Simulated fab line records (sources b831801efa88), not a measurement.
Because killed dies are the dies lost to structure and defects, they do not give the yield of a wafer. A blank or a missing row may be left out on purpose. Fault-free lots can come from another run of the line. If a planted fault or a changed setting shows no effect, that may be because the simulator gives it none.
fab line records    flow sky130
record: lots: 6  wafers: 18  last-day: 50
route steps=708 shown LDD_N@245 LDD_P@255 PAD_OPEN@708
lots that met no fault: taken from a fault-free run of the same line
start-h: hours from the record's opening day to when the first of the lot's shown wafers began    wait-h: how many hours have passed since the lot's step before this one    " identical to the entry in the row above    L1.1+2: a row that stands for several wafers    - either no value or no given start    * or withheld: withheld    < > ~ a bound
route shown NAME@n: a module of which the file shows steps, and the number in the route of the first    usual: mean/standard deviation taken from wafers without a fault    same: alike in all rows    chamber/n: place in a boat    sites: readings site by site    _std_site: the standard deviation of these    _edge_site: the outer-site mean with the inner-site mean subtracted    radius-mm: for every site, how far away it sits from the centre of the wafer    mask NAME#n: copy n    behind: the most recent tool/chamber to have shaped the wafer    hold: why the lot went on hold/how many hours it stayed there/how the hold came to an end    device: which transistor (n, p or np) failed to switch    end of line: the tests these same wafers got at the end of their route    for a step that has no rows: nothing shown but its recipe    killed: dies that structure and defects cost at the first sort, which is not the same as the wafer's yield    map: the dies of a wafer, with x for killed, . for not killed, _ for no die there
set.NAME: the setting the step ran with; set.NAME@STEP: the setting that earlier step ran with    model.NAME: the simulator's own value behind a step, which no gauge read
lots seen at some steps along the route; tables by step, rows by wafer
services: from which hour (start-h, from the record's first day; less than 0 if before it) a tool's chamber was out of use, for how many hours, and why
== steps ==
step: SKY_LDD_N_IMPLANT_08
recipe: species: As  energy-kev: 20  dose-cm2: 7.5e+13  tilt-deg: withheld  rotation-deg: 23
step: SKY_LDD_N_IMPLANT_09
recipe: species: As  energy-kev: 20  dose-cm2: 7.5e+13  tilt-deg: withheld  rotation-deg: 113
step: SKY_LDD_N_IMPLANT_10
recipe: species: As  energy-kev: 20  dose-cm2: 7.5e+13  tilt-deg: withheld  rotation-deg: 203
step: SKY_LDD_N_IMPLANT_11
recipe: species: As  energy-kev: 20  dose-cm2: 7.5e+13  tilt-deg: withheld  rotation-deg: 293
step: SKY_LDD_N_IMPLANT_12
recipe: species: BF2  energy-kev: 50  dose-cm2: 5e+12  tilt-deg: 30  rotation-deg: 0
step: SKY_LDD_N_IMPLANT_13
recipe: species: BF2  energy-kev: 50  dose-cm2: 5e+12  tilt-deg: 30  rotation-deg: 90
step: SKY_LDD_N_IMPLANT_14
recipe: species: BF2  energy-kev: 50  dose-cm2: 5e+12  tilt-deg: 30  rotation-deg: 180
step: SKY_LDD_N_IMPLANT_15
recipe: species: BF2  energy-kev: 50  dose-cm2: 5e+12  tilt-deg: 30  rotation-deg: 270
step: SKY_LDD_N_STRIP_16
recipe: chemistry: O2/N2  power-w: 1400  pressure-mtorr: 1500  platen-temp-c: withheld  o2-flow-sccm: 3000  n2-flow-sccm: 300  overash-fraction: 0.5
usual: drypump-motor-current-A: 5.8/0.63  oes-product-au: 0.406/0.0045  strip-time-to-endpoint-s: 4.318/0.016
lot.wafer  tool             chamber  start-h  wait-h  drypump-motor-current-A  oes-product-au  rf-hours-counter-h  strip-time-to-endpoint-s
L496.1     plasma-asher-03  0        464.93   0.1     6.1                      0.399           3                   4.307
L496.2     "                1        "        "       6.7                      0.403           3                   4.297
L496.6     "                1        "        "       6.6                      0.405           -                   4.312
L497.3     plasma-asher-03  1        473.92   0.1     6.6                      0.403           -                   4.341
L497.4     "                0        "        "       6.0                      0.408           -                   4.328
L497.6     "                0        "        "       6.0                      0.409           -                   4.327
L502.2     plasma-asher-01  1        531.63   0.1     4.9                      0.404           42                  4.316
L502.4     "                1        "        "       4.9                      0.408           -                   4.311
L502.6     "                1        "        "       5.0                      0.410           -                   4.296
L505.1     plasma-asher-01  1        544.28   0.1     4.9                      0.414           43                  4.348
L505.2     "                0        "        "       6.6                      0.397           43                  4.336
L505.5     "                0        "        "       6.6                      0.403           -                   4.316
L508.1     plasma-asher-03  1        574.43   0.1     6.7                      0.409           15                  4.353
L508.4     "                0        "        "       6.0                      0.409           -                   4.335
L508.5     "                1        "        "       6.6                      0.400           -                   4.335
L511.1     plasma-asher-01  1        601.68   0.1     4.9                      0.407           46                  4.329
L511.4     "                1        "        "       5.0                      0.410           -                   4.314
L511.6     "                1        "        "       4.9                      0.407           -                   4.302
step: SKY_LDD_N_TW_MEAS_17
usual: LDD_N_TW: 2568/26
lot.wafer  tool           chamber  start-h  wait-h  LDD_N_TW
L496.1     film-metro-02  -        465.03   0.1     2539
L496.2     "              -        "        "       2553
L496.6     "              -        "        "       2554
L497.3     film-metro-02  -        474.00   0.1     2533
L497.4     "              -        "        "       2544
L497.6     "              -        "        "       2543
L502.2     film-metro-01  -        531.74   0.1     2548
L502.4     "              -        "        "       2544
L502.6     "              -        "        "       2544
L505.1     film-metro-02  -        544.38   0.1     2560
L505.2     "              -        "        "       2568
L505.5     "              -        "        "       2556
L508.1     film-metro-03  -        574.53   0.1     2588
L508.4     "              -        "        "       2608
L508.5     "              -        "        "       2603
L511.1     film-metro-02  -        601.78   0.1     2547
L511.4     "              -        "        "       2529
L511.6     "              -        "        "       2545
step: SKY_LDD_P_DEHYDRATE_00
recipe: temp-c: 200  time-s: 60
step: SKY_LDD_P_HMDS_01
recipe: prime-time-s: 60  prime-temp-c: 120
step: SKY_LDD_P_COAT_02
recipe: resist: NOVOLAK  spin-rpm: 3000  resist-thk-nm: 1140
usual: chill-plate-temp-C: 23.00/0.12  dispense-pressure-kPa: 43.1/2.8
lot.wafer  tool            chamber  start-h  wait-h  chill-plate-temp-C  dispense-pressure-kPa  model.NOVOLAK_of_LDD_P_COAT_02.thk-nm
L496.1     litho-track-03  0        479.55   0.1     23.03               41.0                   1138
L496.2     "               0        "        "       23.05               41.0                   1139
L496.6     "               0        "        "       23.03               41.0                   1142
L497.3     litho-track-02  0        489.36   0.1     22.89               41.1                   1137
L497.4     "               0        "        "       22.91               41.2                   1139
L497.6     "               0        "        "       22.90               41.1                   1134
L502.2     litho-track-02  0        546.03   0.1     23.04               41.1                   1133
L502.4     "               0        "        "       23.13               41.1                   1134
L502.6     "               0        "        "       23.04               41.1                   1171
L505.1     litho-track-02  0        559.26   0.1     23.15               41.2                   1142
L505.2     "               0        "        "       22.92               41.2                   1140
L505.5     "               0        "        "       23.03               41.2                   1174
L508.1     litho-track-04  0        589.45   0.1     23.14               47.1                   1144
L508.4     "               0        "        "       23.14               47.1                   1140
L508.5     "               0        "        "       23.14               47.1                   1143
L511.1     litho-track-03  0        615.85   0.1     23.14               41.1                   1138
L511.4     "               0        "        "       23.10               41.1                   1137
L511.6     "               0        "        "       23.04               41.0                   1137
step: SKY_LDD_P_SOFTBAKE_03
recipe: temp-c: 90  time-s: 60  resist: NOVOLAK
step: SKY_LDD_P_EXPOSE_04
recipe: mask-id: PSDM  na: 0.6  source-shape: conventional  sigma-outer: 0.6  polarization: unpolarized  target-cd-nm: 380  dose-mj: 138
step: SKY_LDD_P_PEB_05
recipe: temp-c: withheld  time-s: *  resist: NOVOLAK
step: SKY_LDD_P_DEVELOP_06
recipe: resist: NOVOLAK  developer: TMAH  develop-time-s: 60  dev-temp-c: 23
usual: chill-plate-temp-C: 23.02/0.12
lot.wafer  tool            chamber  start-h  wait-h  chill-plate-temp-C  model.NOVOLAK_of_LDD_P_COAT_02.thk-nm
L496.1     litho-track-03  0        495.90   0.1     22.91               1138
L496.2     "               0        "        "       23.17               1138
L496.6     "               0        "        "       23.10               1142
L497.3     litho-track-04  0        505.35   0.1     22.99               1136
L497.4     "               0        "        "       22.90               1139
L497.6     "               0        "        "       23.02               1134
L502.2     litho-track-02  0        561.13   0.1     22.92               1132
L502.4     "               0        "        "       22.99               1133
L502.6     "               0        "        "       23.06               1171
L505.1     litho-track-02  0        573.41   0.1     22.73               1141
L505.2     "               0        "        "       22.88               1140
L505.5     "               0        "        "       22.77               1174
L508.1     litho-track-04  0        603.10   0.1     22.96               1144
L508.4     "               0        "        "       23.02               1140
L508.5     "               0        "        "       22.91               1143
L511.1     litho-track-04  0        629.80   0.1     22.92               1138
L511.4     "               0        "        "       23.02               1137
L511.6     "               0        "        "       22.98               1137
step: SKY_LDD_P_CD_MEAS_07
recipe: target-cd-nm: 380
usual: cd-nm: 380.5/2.7
lot.wafer  tool       chamber  start-h  wait-h  cd-nm
L496.1     cd-sem-01  -        496.05   0.1     382.9
L496.2     "          -        "        "       383.0
L496.6     "          -        "        "       381.4
L497.3     cd-sem-02  -        505.49   0.1     383.0
L497.4     "          -        "        "       381.7
L497.6     "          -        "        "       382.3
L502.2     cd-sem-02  -        561.28   0.1     379.1
L502.4     "          -        "        "       378.4
L502.6     "          -        "        "       376.8
L505.1     cd-sem-02  -        573.56   0.1     380.4
L505.2     "          -        "        "       381.6
L505.5     "          -        "        "       379.4
L508.1     cd-sem-01  -        603.25   0.1     380.8
L508.4     "          -        "        "       377.5
L508.5     "          -        "        "       379.0
L511.1     cd-sem-02  -        629.95   0.1     383.9
L511.4     "          -        "        "       383.0
L511.6     "          -        "        "       384.2
step: SKY_LDD_P_OVL_MEAS_08
usual: LDD_P_OVL: 1.0/1.5
lot.wafer  tool        chamber  start-h  wait-h  LDD_P_OVL[nm]
L496.1     overlay-02  -        496.17   0.1     1.7
L496.2     "           -        "        "       1.4
L496.6     "           -        "        "       1.8
L497.3     overlay-01  -        505.58   0.1     2.4
L497.4     "           -        "        "       2.4
L497.6     "           -        "        "       2.2
L502.2     overlay-02  -        561.39   0.1     3.8
L502.4     "           -        "        "       2.0
L502.6     "           -        "        "       1.2
L505.1     overlay-01  -        573.68   0.1     0.0
L505.2     "           -        "        "       -0.6
L505.5     "           -        "        "       1.5
L508.1     overlay-01  -        603.37   0.1     0.1
L508.4     "           -        "        "       1.3
L508.5     "           -        "        "       1.0
L511.1     overlay-02  -        630.07   0.1     0.8
L511.4     "           -        "        "       1.3
L511.6     "           -        "        "       2.3
step: SKY_LDD_P_IMPLANT_09
recipe: species: BF2  energy-kev: 25  dose-cm2: 1e+13  tilt-deg: withheld
step: SKY_LDD_P_STRIP_10
recipe: chemistry: O2/N2  power-w: 1400  pressure-mtorr: 1500  platen-temp-c: withheld  o2-flow-sccm: 3000  n2-flow-sccm: 300  overash-fraction: 0.5
usual: drypump-motor-current-A: 5.8/0.44  oes-product-au: 0.716/0.0046  strip-time-to-endpoint-s: 14.18/0.044
lot.wafer  tool             chamber  start-h  wait-h  drypump-motor-current-A  oes-product-au  rf-hours-counter-h  strip-time-to-endpoint-s
L496.1     plasma-asher-04  0        496.35   0.1     5.3                      0.716           80                  14.16
L496.2     "                1        "        "       5.5                      0.719           80                  14.18
L496.6     "                0        "        "       5.3                      0.723           -                   14.20
L497.3     plasma-asher-04  0        505.79   0.1     5.3                      0.718           -                   14.14
L497.4     "                1        "        "       5.4                      0.716           -                   14.16
L497.6     "                0        "        "       5.3                      0.727           -                   14.11
L502.2     plasma-asher-04  0        561.57   0.1     5.3                      0.715           86                  14.12
L502.4     "                1        "        "       5.5                      0.719           -                   14.10
L502.6     "                1        "        "       5.5                      0.719           -                   14.48
L505.1     plasma-asher-04  0        573.87   0.1     5.3                      0.712           88                  14.20
L505.2     "                1        "        "       5.5                      0.716           88                  14.18
L505.5     "                0        "        "       5.3                      0.714           -                   14.53
L508.1     plasma-asher-02  1        603.55   0.1     6.2                      0.718           80                  14.24
L508.4     "                0        "        "       5.9                      0.716           -                   14.17
L508.5     "                0        "        "       5.9                      0.717           -                   14.21
L511.1     plasma-asher-04  0        630.25   0.1     5.3                      0.724           94                  14.14
L511.4     "                1        "        "       5.4                      0.710           -                   14.14
L511.6     "                1        "        "       5.5                      0.718           -                   14.15
step: SKY_LDD_P_TW_MEAS_11
usual: LDD_P_TW: 637/6.4
lot.wafer  tool           chamber  start-h  wait-h  LDD_P_TW
L496.1     film-metro-04  -        496.45   0.1     639
L496.2     "              -        "        "       638
L496.6     "              -        "        "       635
L497.3     film-metro-04  -        505.87   0.1     641
L497.4     "              -        "        "       641
L497.6     "              -        "        "       637
L502.2     film-metro-01  -        561.68   0.1     627
L502.4     "              -        "        "       630
L502.6     "              -        "        "       629
L505.1     film-metro-03  -        573.97   0.1     641
L505.2     "              -        "        "       636
L505.5     "              -        "        "       642
L508.1     film-metro-03  -        603.65   0.1     639
L508.4     "              -        "        "       638
L508.5     "              -        "        "       640
L511.1     film-metro-01  -        630.35   0.1     630
L511.4     "              -        "        "       630
L511.6     "              -        "        "       630
step: SKY_PAD_OPEN_PROBE_99
usual: killed_at_M0_to_M3: 45/7.3  killed_at_M4_up: 3.1/1.7  killed-at-contacts: 25/5.1  killed-at-front-end: 15/4.5  killed-at-other: 0.3/0.56  killed-dies: 88/9.4  killed-open: 47/6.6  killed-short: 40/6.9
same: gross-dies: 492  killed-at-back-side: 0
lot.wafer  tool       chamber  start-h  wait-h  killed_at_M0_to_M3  killed_at_M4_up  killed-at-contacts  killed-at-front-end  killed-at-other  killed-dies  killed-open  killed-short
L496.1     prober-01  -        1116.86  0.1     41                  1                27                  22                   1                92           52           40
L496.2     prober-01  -        1116.91  0.1     49                  3                32                  16                   1                101          55           46
L496.6     prober-01  -        1117.11  0.2     35                  1                32                  29                   0                97           55           42
L497.3     prober-01  -        1120.97  0.2     57                  2                25                  17                   1                102          54           47
L497.4     prober-01  -        1121.02  0.2     40                  5                30                  17                   0                92           52           40
L497.6     prober-01  -        1121.12  0.2     40                  4                27                  14                   1                86           47           38
L502.2     prober-01  -        1157.90  0.1     43                  2                17                  23                   0                85           43           42
L502.4     prober-01  -        1158.00  0.2     47                  2                23                  17                   0                89           57           32
L502.6     prober-01  -        1158.10  0.2     43                  0                25                  12                   0                80           43           37
L505.1     prober-01  -        1164.52  0.1     48                  3                19                  16                   0                86           40           46
L505.2     prober-01  -        1164.57  0.1     58                  4                22                  14                   0                98           46           52
L505.5     prober-01  -        1164.72  0.2     37                  3                30                  15                   0                85           49           36
L508.1     prober-02  -        1181.17  0.1     40                  5                25                  18                   0                88           49           39
L508.4     prober-02  -        1181.32  0.2     41                  4                20                  8                    1                74           44           30
L508.5     prober-02  -        1181.37  0.2     53                  1                25                  9                    0                88           44           43
L511.1     prober-01  -        1196.66  0.1     42                  3                25                  11                   1                82           42           40
L511.4     prober-01  -        1196.81  0.2     40                  2                25                  13                   0                80           45           34
L511.6     prober-01  -        1196.91  0.2     46                  3                26                  12                   2                89           41           47
killed by level:class
L496.1 CONTACT:geometric-particle:open=10 LI_CONTACT:geometric-particle:open=9 VIA1:geometric-particle:open=8 FIELD_ISO:geometric-particle:short=6 VIA1:geometric-particle:short=6 FIELD_ISO:geometric-particle:open=5 METAL1:geometric-particle:short=5 VIA2:geometric-particle:open=5
L496.2 VIA1:geometric-particle:open=16 VIA2:geometric-particle:open=10 LI_CONTACT:geometric-particle:open=10 CONTACT:geometric-particle:short=9 POLY_GATE:geometric-particle:short=7 CONTACT:geometric-particle:open=6 VIA1:geometric-particle:short=5 LI_CONTACT:geometric-particle:short=4
L496.6 CONTACT:geometric-particle:open=11 VIA1:geometric-particle:open=11 FIELD_ISO:geometric-particle:short=10 LI_CONTACT:geometric-particle:open=10 LI_CONTACT:geometric-particle:short=6 VIA3:geometric-particle:open=6 FIELD_ISO:geometric-particle:open=5 POLY_GATE:geometric-particle:short=5
L497.3 CONTACT:geometric-particle:open=10 VIA1:geometric-particle:open=10 METAL2:geometric-particle:short=9 VIA3:geometric-particle:open=9 VIA1:geometric-particle:short=8 METAL1:geometric-particle:short=7 FIELD_ISO:geometric-particle:open=6 LI_CONTACT:geometric-particle:open=6
L497.4 CONTACT:geometric-particle:open=10 LI_CONTACT:geometric-particle:open=8 VIA1:geometric-particle:open=8 VIA2:geometric-particle:open=6 METAL1:geometric-particle:short=5 VIA3:geometric-particle:short=4 FIELD_ISO:geometric-particle:open=4 LOCAL_INTERCONNECT:geometric-particle:short=4
L497.6 VIA1:geometric-particle:open=13 CONTACT:geometric-particle:short=8 POLY_GATE:geometric-particle:open=6 VIA1:geometric-particle:short=6 CONTACT:geometric-particle:open=5 VIA2:geometric-particle:open=5 LI_CONTACT:geometric-particle:short=4 LOCAL_INTERCONNECT:geometric-particle:short=4
L502.2 VIA1:geometric-particle:open=10 VIA1:geometric-particle:short=6 LI_CONTACT:geometric-particle:open=6 FIELD_ISO:geometric-particle:open=5 METAL3:geometric-particle:short=5 POLY_GATE:geometric-particle:open=4 POLY_GATE:geometric-particle:short=4 SPACER:geometric-particle:short=4
L502.4 VIA1:geometric-particle:open=11 CONTACT:geometric-particle:open=10 VIA3:geometric-particle:open=10 VIA1:geometric-particle:short=6 VIA2:geometric-particle:open=6 LI_CONTACT:geometric-particle:open=5 FIELD_ISO:geometric-particle:short=4 LI_CONTACT:geometric-particle:short=4
L502.6 VIA1:geometric-particle:open=10 CONTACT:geometric-particle:open=9 VIA2:geometric-particle:open=7 METAL1:geometric-particle:short=7 VIA1:geometric-particle:short=6 FIELD_ISO:geometric-particle:open=5 LOCAL_INTERCONNECT:geometric-particle:short=5 LI_CONTACT:geometric-particle:open=4
L505.1 METAL1:geometric-particle:short=10 LI_CONTACT:geometric-particle:open=8 VIA1:geometric-particle:open=7 VIA3:geometric-particle:open=6 VIA3:geometric-particle:short=5 METAL2:geometric-particle:short=5 FIELD_ISO:geometric-particle:short=4 POLY_GATE:geometric-particle:open=4
L505.2 VIA2:geometric-particle:open=10 METAL1:geometric-particle:short=10 VIA1:geometric-particle:open=9 LI_CONTACT:geometric-particle:open=6 CONTACT:geometric-particle:open=6 METAL3:geometric-particle:short=6 CONTACT:geometric-particle:short=5 VIA1:geometric-particle:short=5
L505.5 VIA1:geometric-particle:open=14 CONTACT:geometric-particle:short=8 CONTACT:geometric-particle:open=8 LI_CONTACT:geometric-particle:open=7 VIA2:geometric-particle:open=7 VIA2:geometric-particle:short=6 FIELD_ISO:geometric-particle:open=5 FIELD_ISO:geometric-particle:short=4
L508.1 VIA1:geometric-particle:open=11 LI_CONTACT:geometric-particle:open=9 CONTACT:geometric-particle:open=9 VIA3:geometric-particle:open=8 FIELD_ISO:geometric-particle:short=6 FIELD_ISO:geometric-particle:open=5 METAL1:geometric-particle:short=5 METAL4:geometric-particle:short=5
L508.4 VIA1:geometric-particle:open=13 VIA2:geometric-particle:open=7 LI_CONTACT:geometric-particle:open=6 METAL1:geometric-particle:short=6 CONTACT:geometric-particle:short=5 CONTACT:geometric-particle:open=5 FIELD_ISO:geometric-particle:open=4 METAL2:geometric-particle:short=3
L508.5 VIA1:geometric-particle:open=13 METAL2:geometric-particle:short=9 VIA3:geometric-particle:open=9 CONTACT:geometric-particle:open=8 CONTACT:geometric-particle:short=5 METAL3:geometric-particle:short=5 METAL1:geometric-particle:short=5 POLY_GATE:geometric-particle:open=4
L511.1 LI_CONTACT:geometric-particle:open=10 VIA1:geometric-particle:open=9 METAL1:geometric-particle:short=8 CONTACT:geometric-particle:open=7 VIA2:geometric-particle:short=5 CONTACT:geometric-particle:short=4 VIA1:geometric-particle:short=3 VIA3:geometric-particle:open=3
L511.4 CONTACT:geometric-particle:open=12 VIA2:geometric-particle:open=9 LI_CONTACT:geometric-particle:open=9 METAL2:geometric-particle:short=6 POLY_GATE:geometric-particle:open=4 POLY_GATE:geometric-particle:short=4 VIA1:geometric-particle:short=4 METAL1:geometric-particle:short=4
L511.6 VIA1:geometric-particle:open=12 CONTACT:geometric-particle:open=11 METAL2:geometric-particle:short=9 METAL1:geometric-particle:short=5 VIA3:geometric-particle:open=5 FIELD_ISO:geometric-particle:short=4 LI_CONTACT:geometric-particle:open=4 LOCAL_INTERCONNECT:geometric-particle:short=4
== services ==
tool             chamber  start-h  hours  kind
plasma-asher-01  -        565.19   33.9   repair
plasma-asher-02  -        577.86   1.5    repair
litho-track-03   -        590.75   -      consumable-replace:filter
plasma-asher-04  -        617.20   2.8    pm
== key ==
first-sign: step: SKY_LDD_P_STRIP_10  reading: strip-time-to-endpoint-s  direction: up  sigmas: 7.4  usual: *  struck: *
effect none on later readings
model-effect: step: SKY_LDD_P_COAT_02  value: NOVOLAK_of_LDD_P_COAT_02.thk-nm  without: 1137  struck: 1172
model-effect: step: SKY_LDD_P_DEVELOP_06  value: NOVOLAK_of_LDD_P_COAT_02.thk-nm  without: 1137  struck: 1172
met-at SKY_LDD_P_COAT_02
struck-wafers L502.6,L505.5
tester-left-out L502,L505
onset-between 489.36 546.03
fault: kind: process-parameter-drift  tool: litho-track-02  chamber: -  onset-h: 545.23  steps: SKY_LDD_P_COAT_02  channel: resist-thk-nm  offset: 35.488  shape: step  end-h: 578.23  scope: struck-wafers-only  acts-in: these-recipes-only  stated: 1140
tester-left-out: of these lots the tester's yield and bins aren't shown, on N5 and GAA mostly nor the transistor test; their killed dies are dies lost to structure and defects alone, not to doping, threshold or leakage, so they don't give the yield
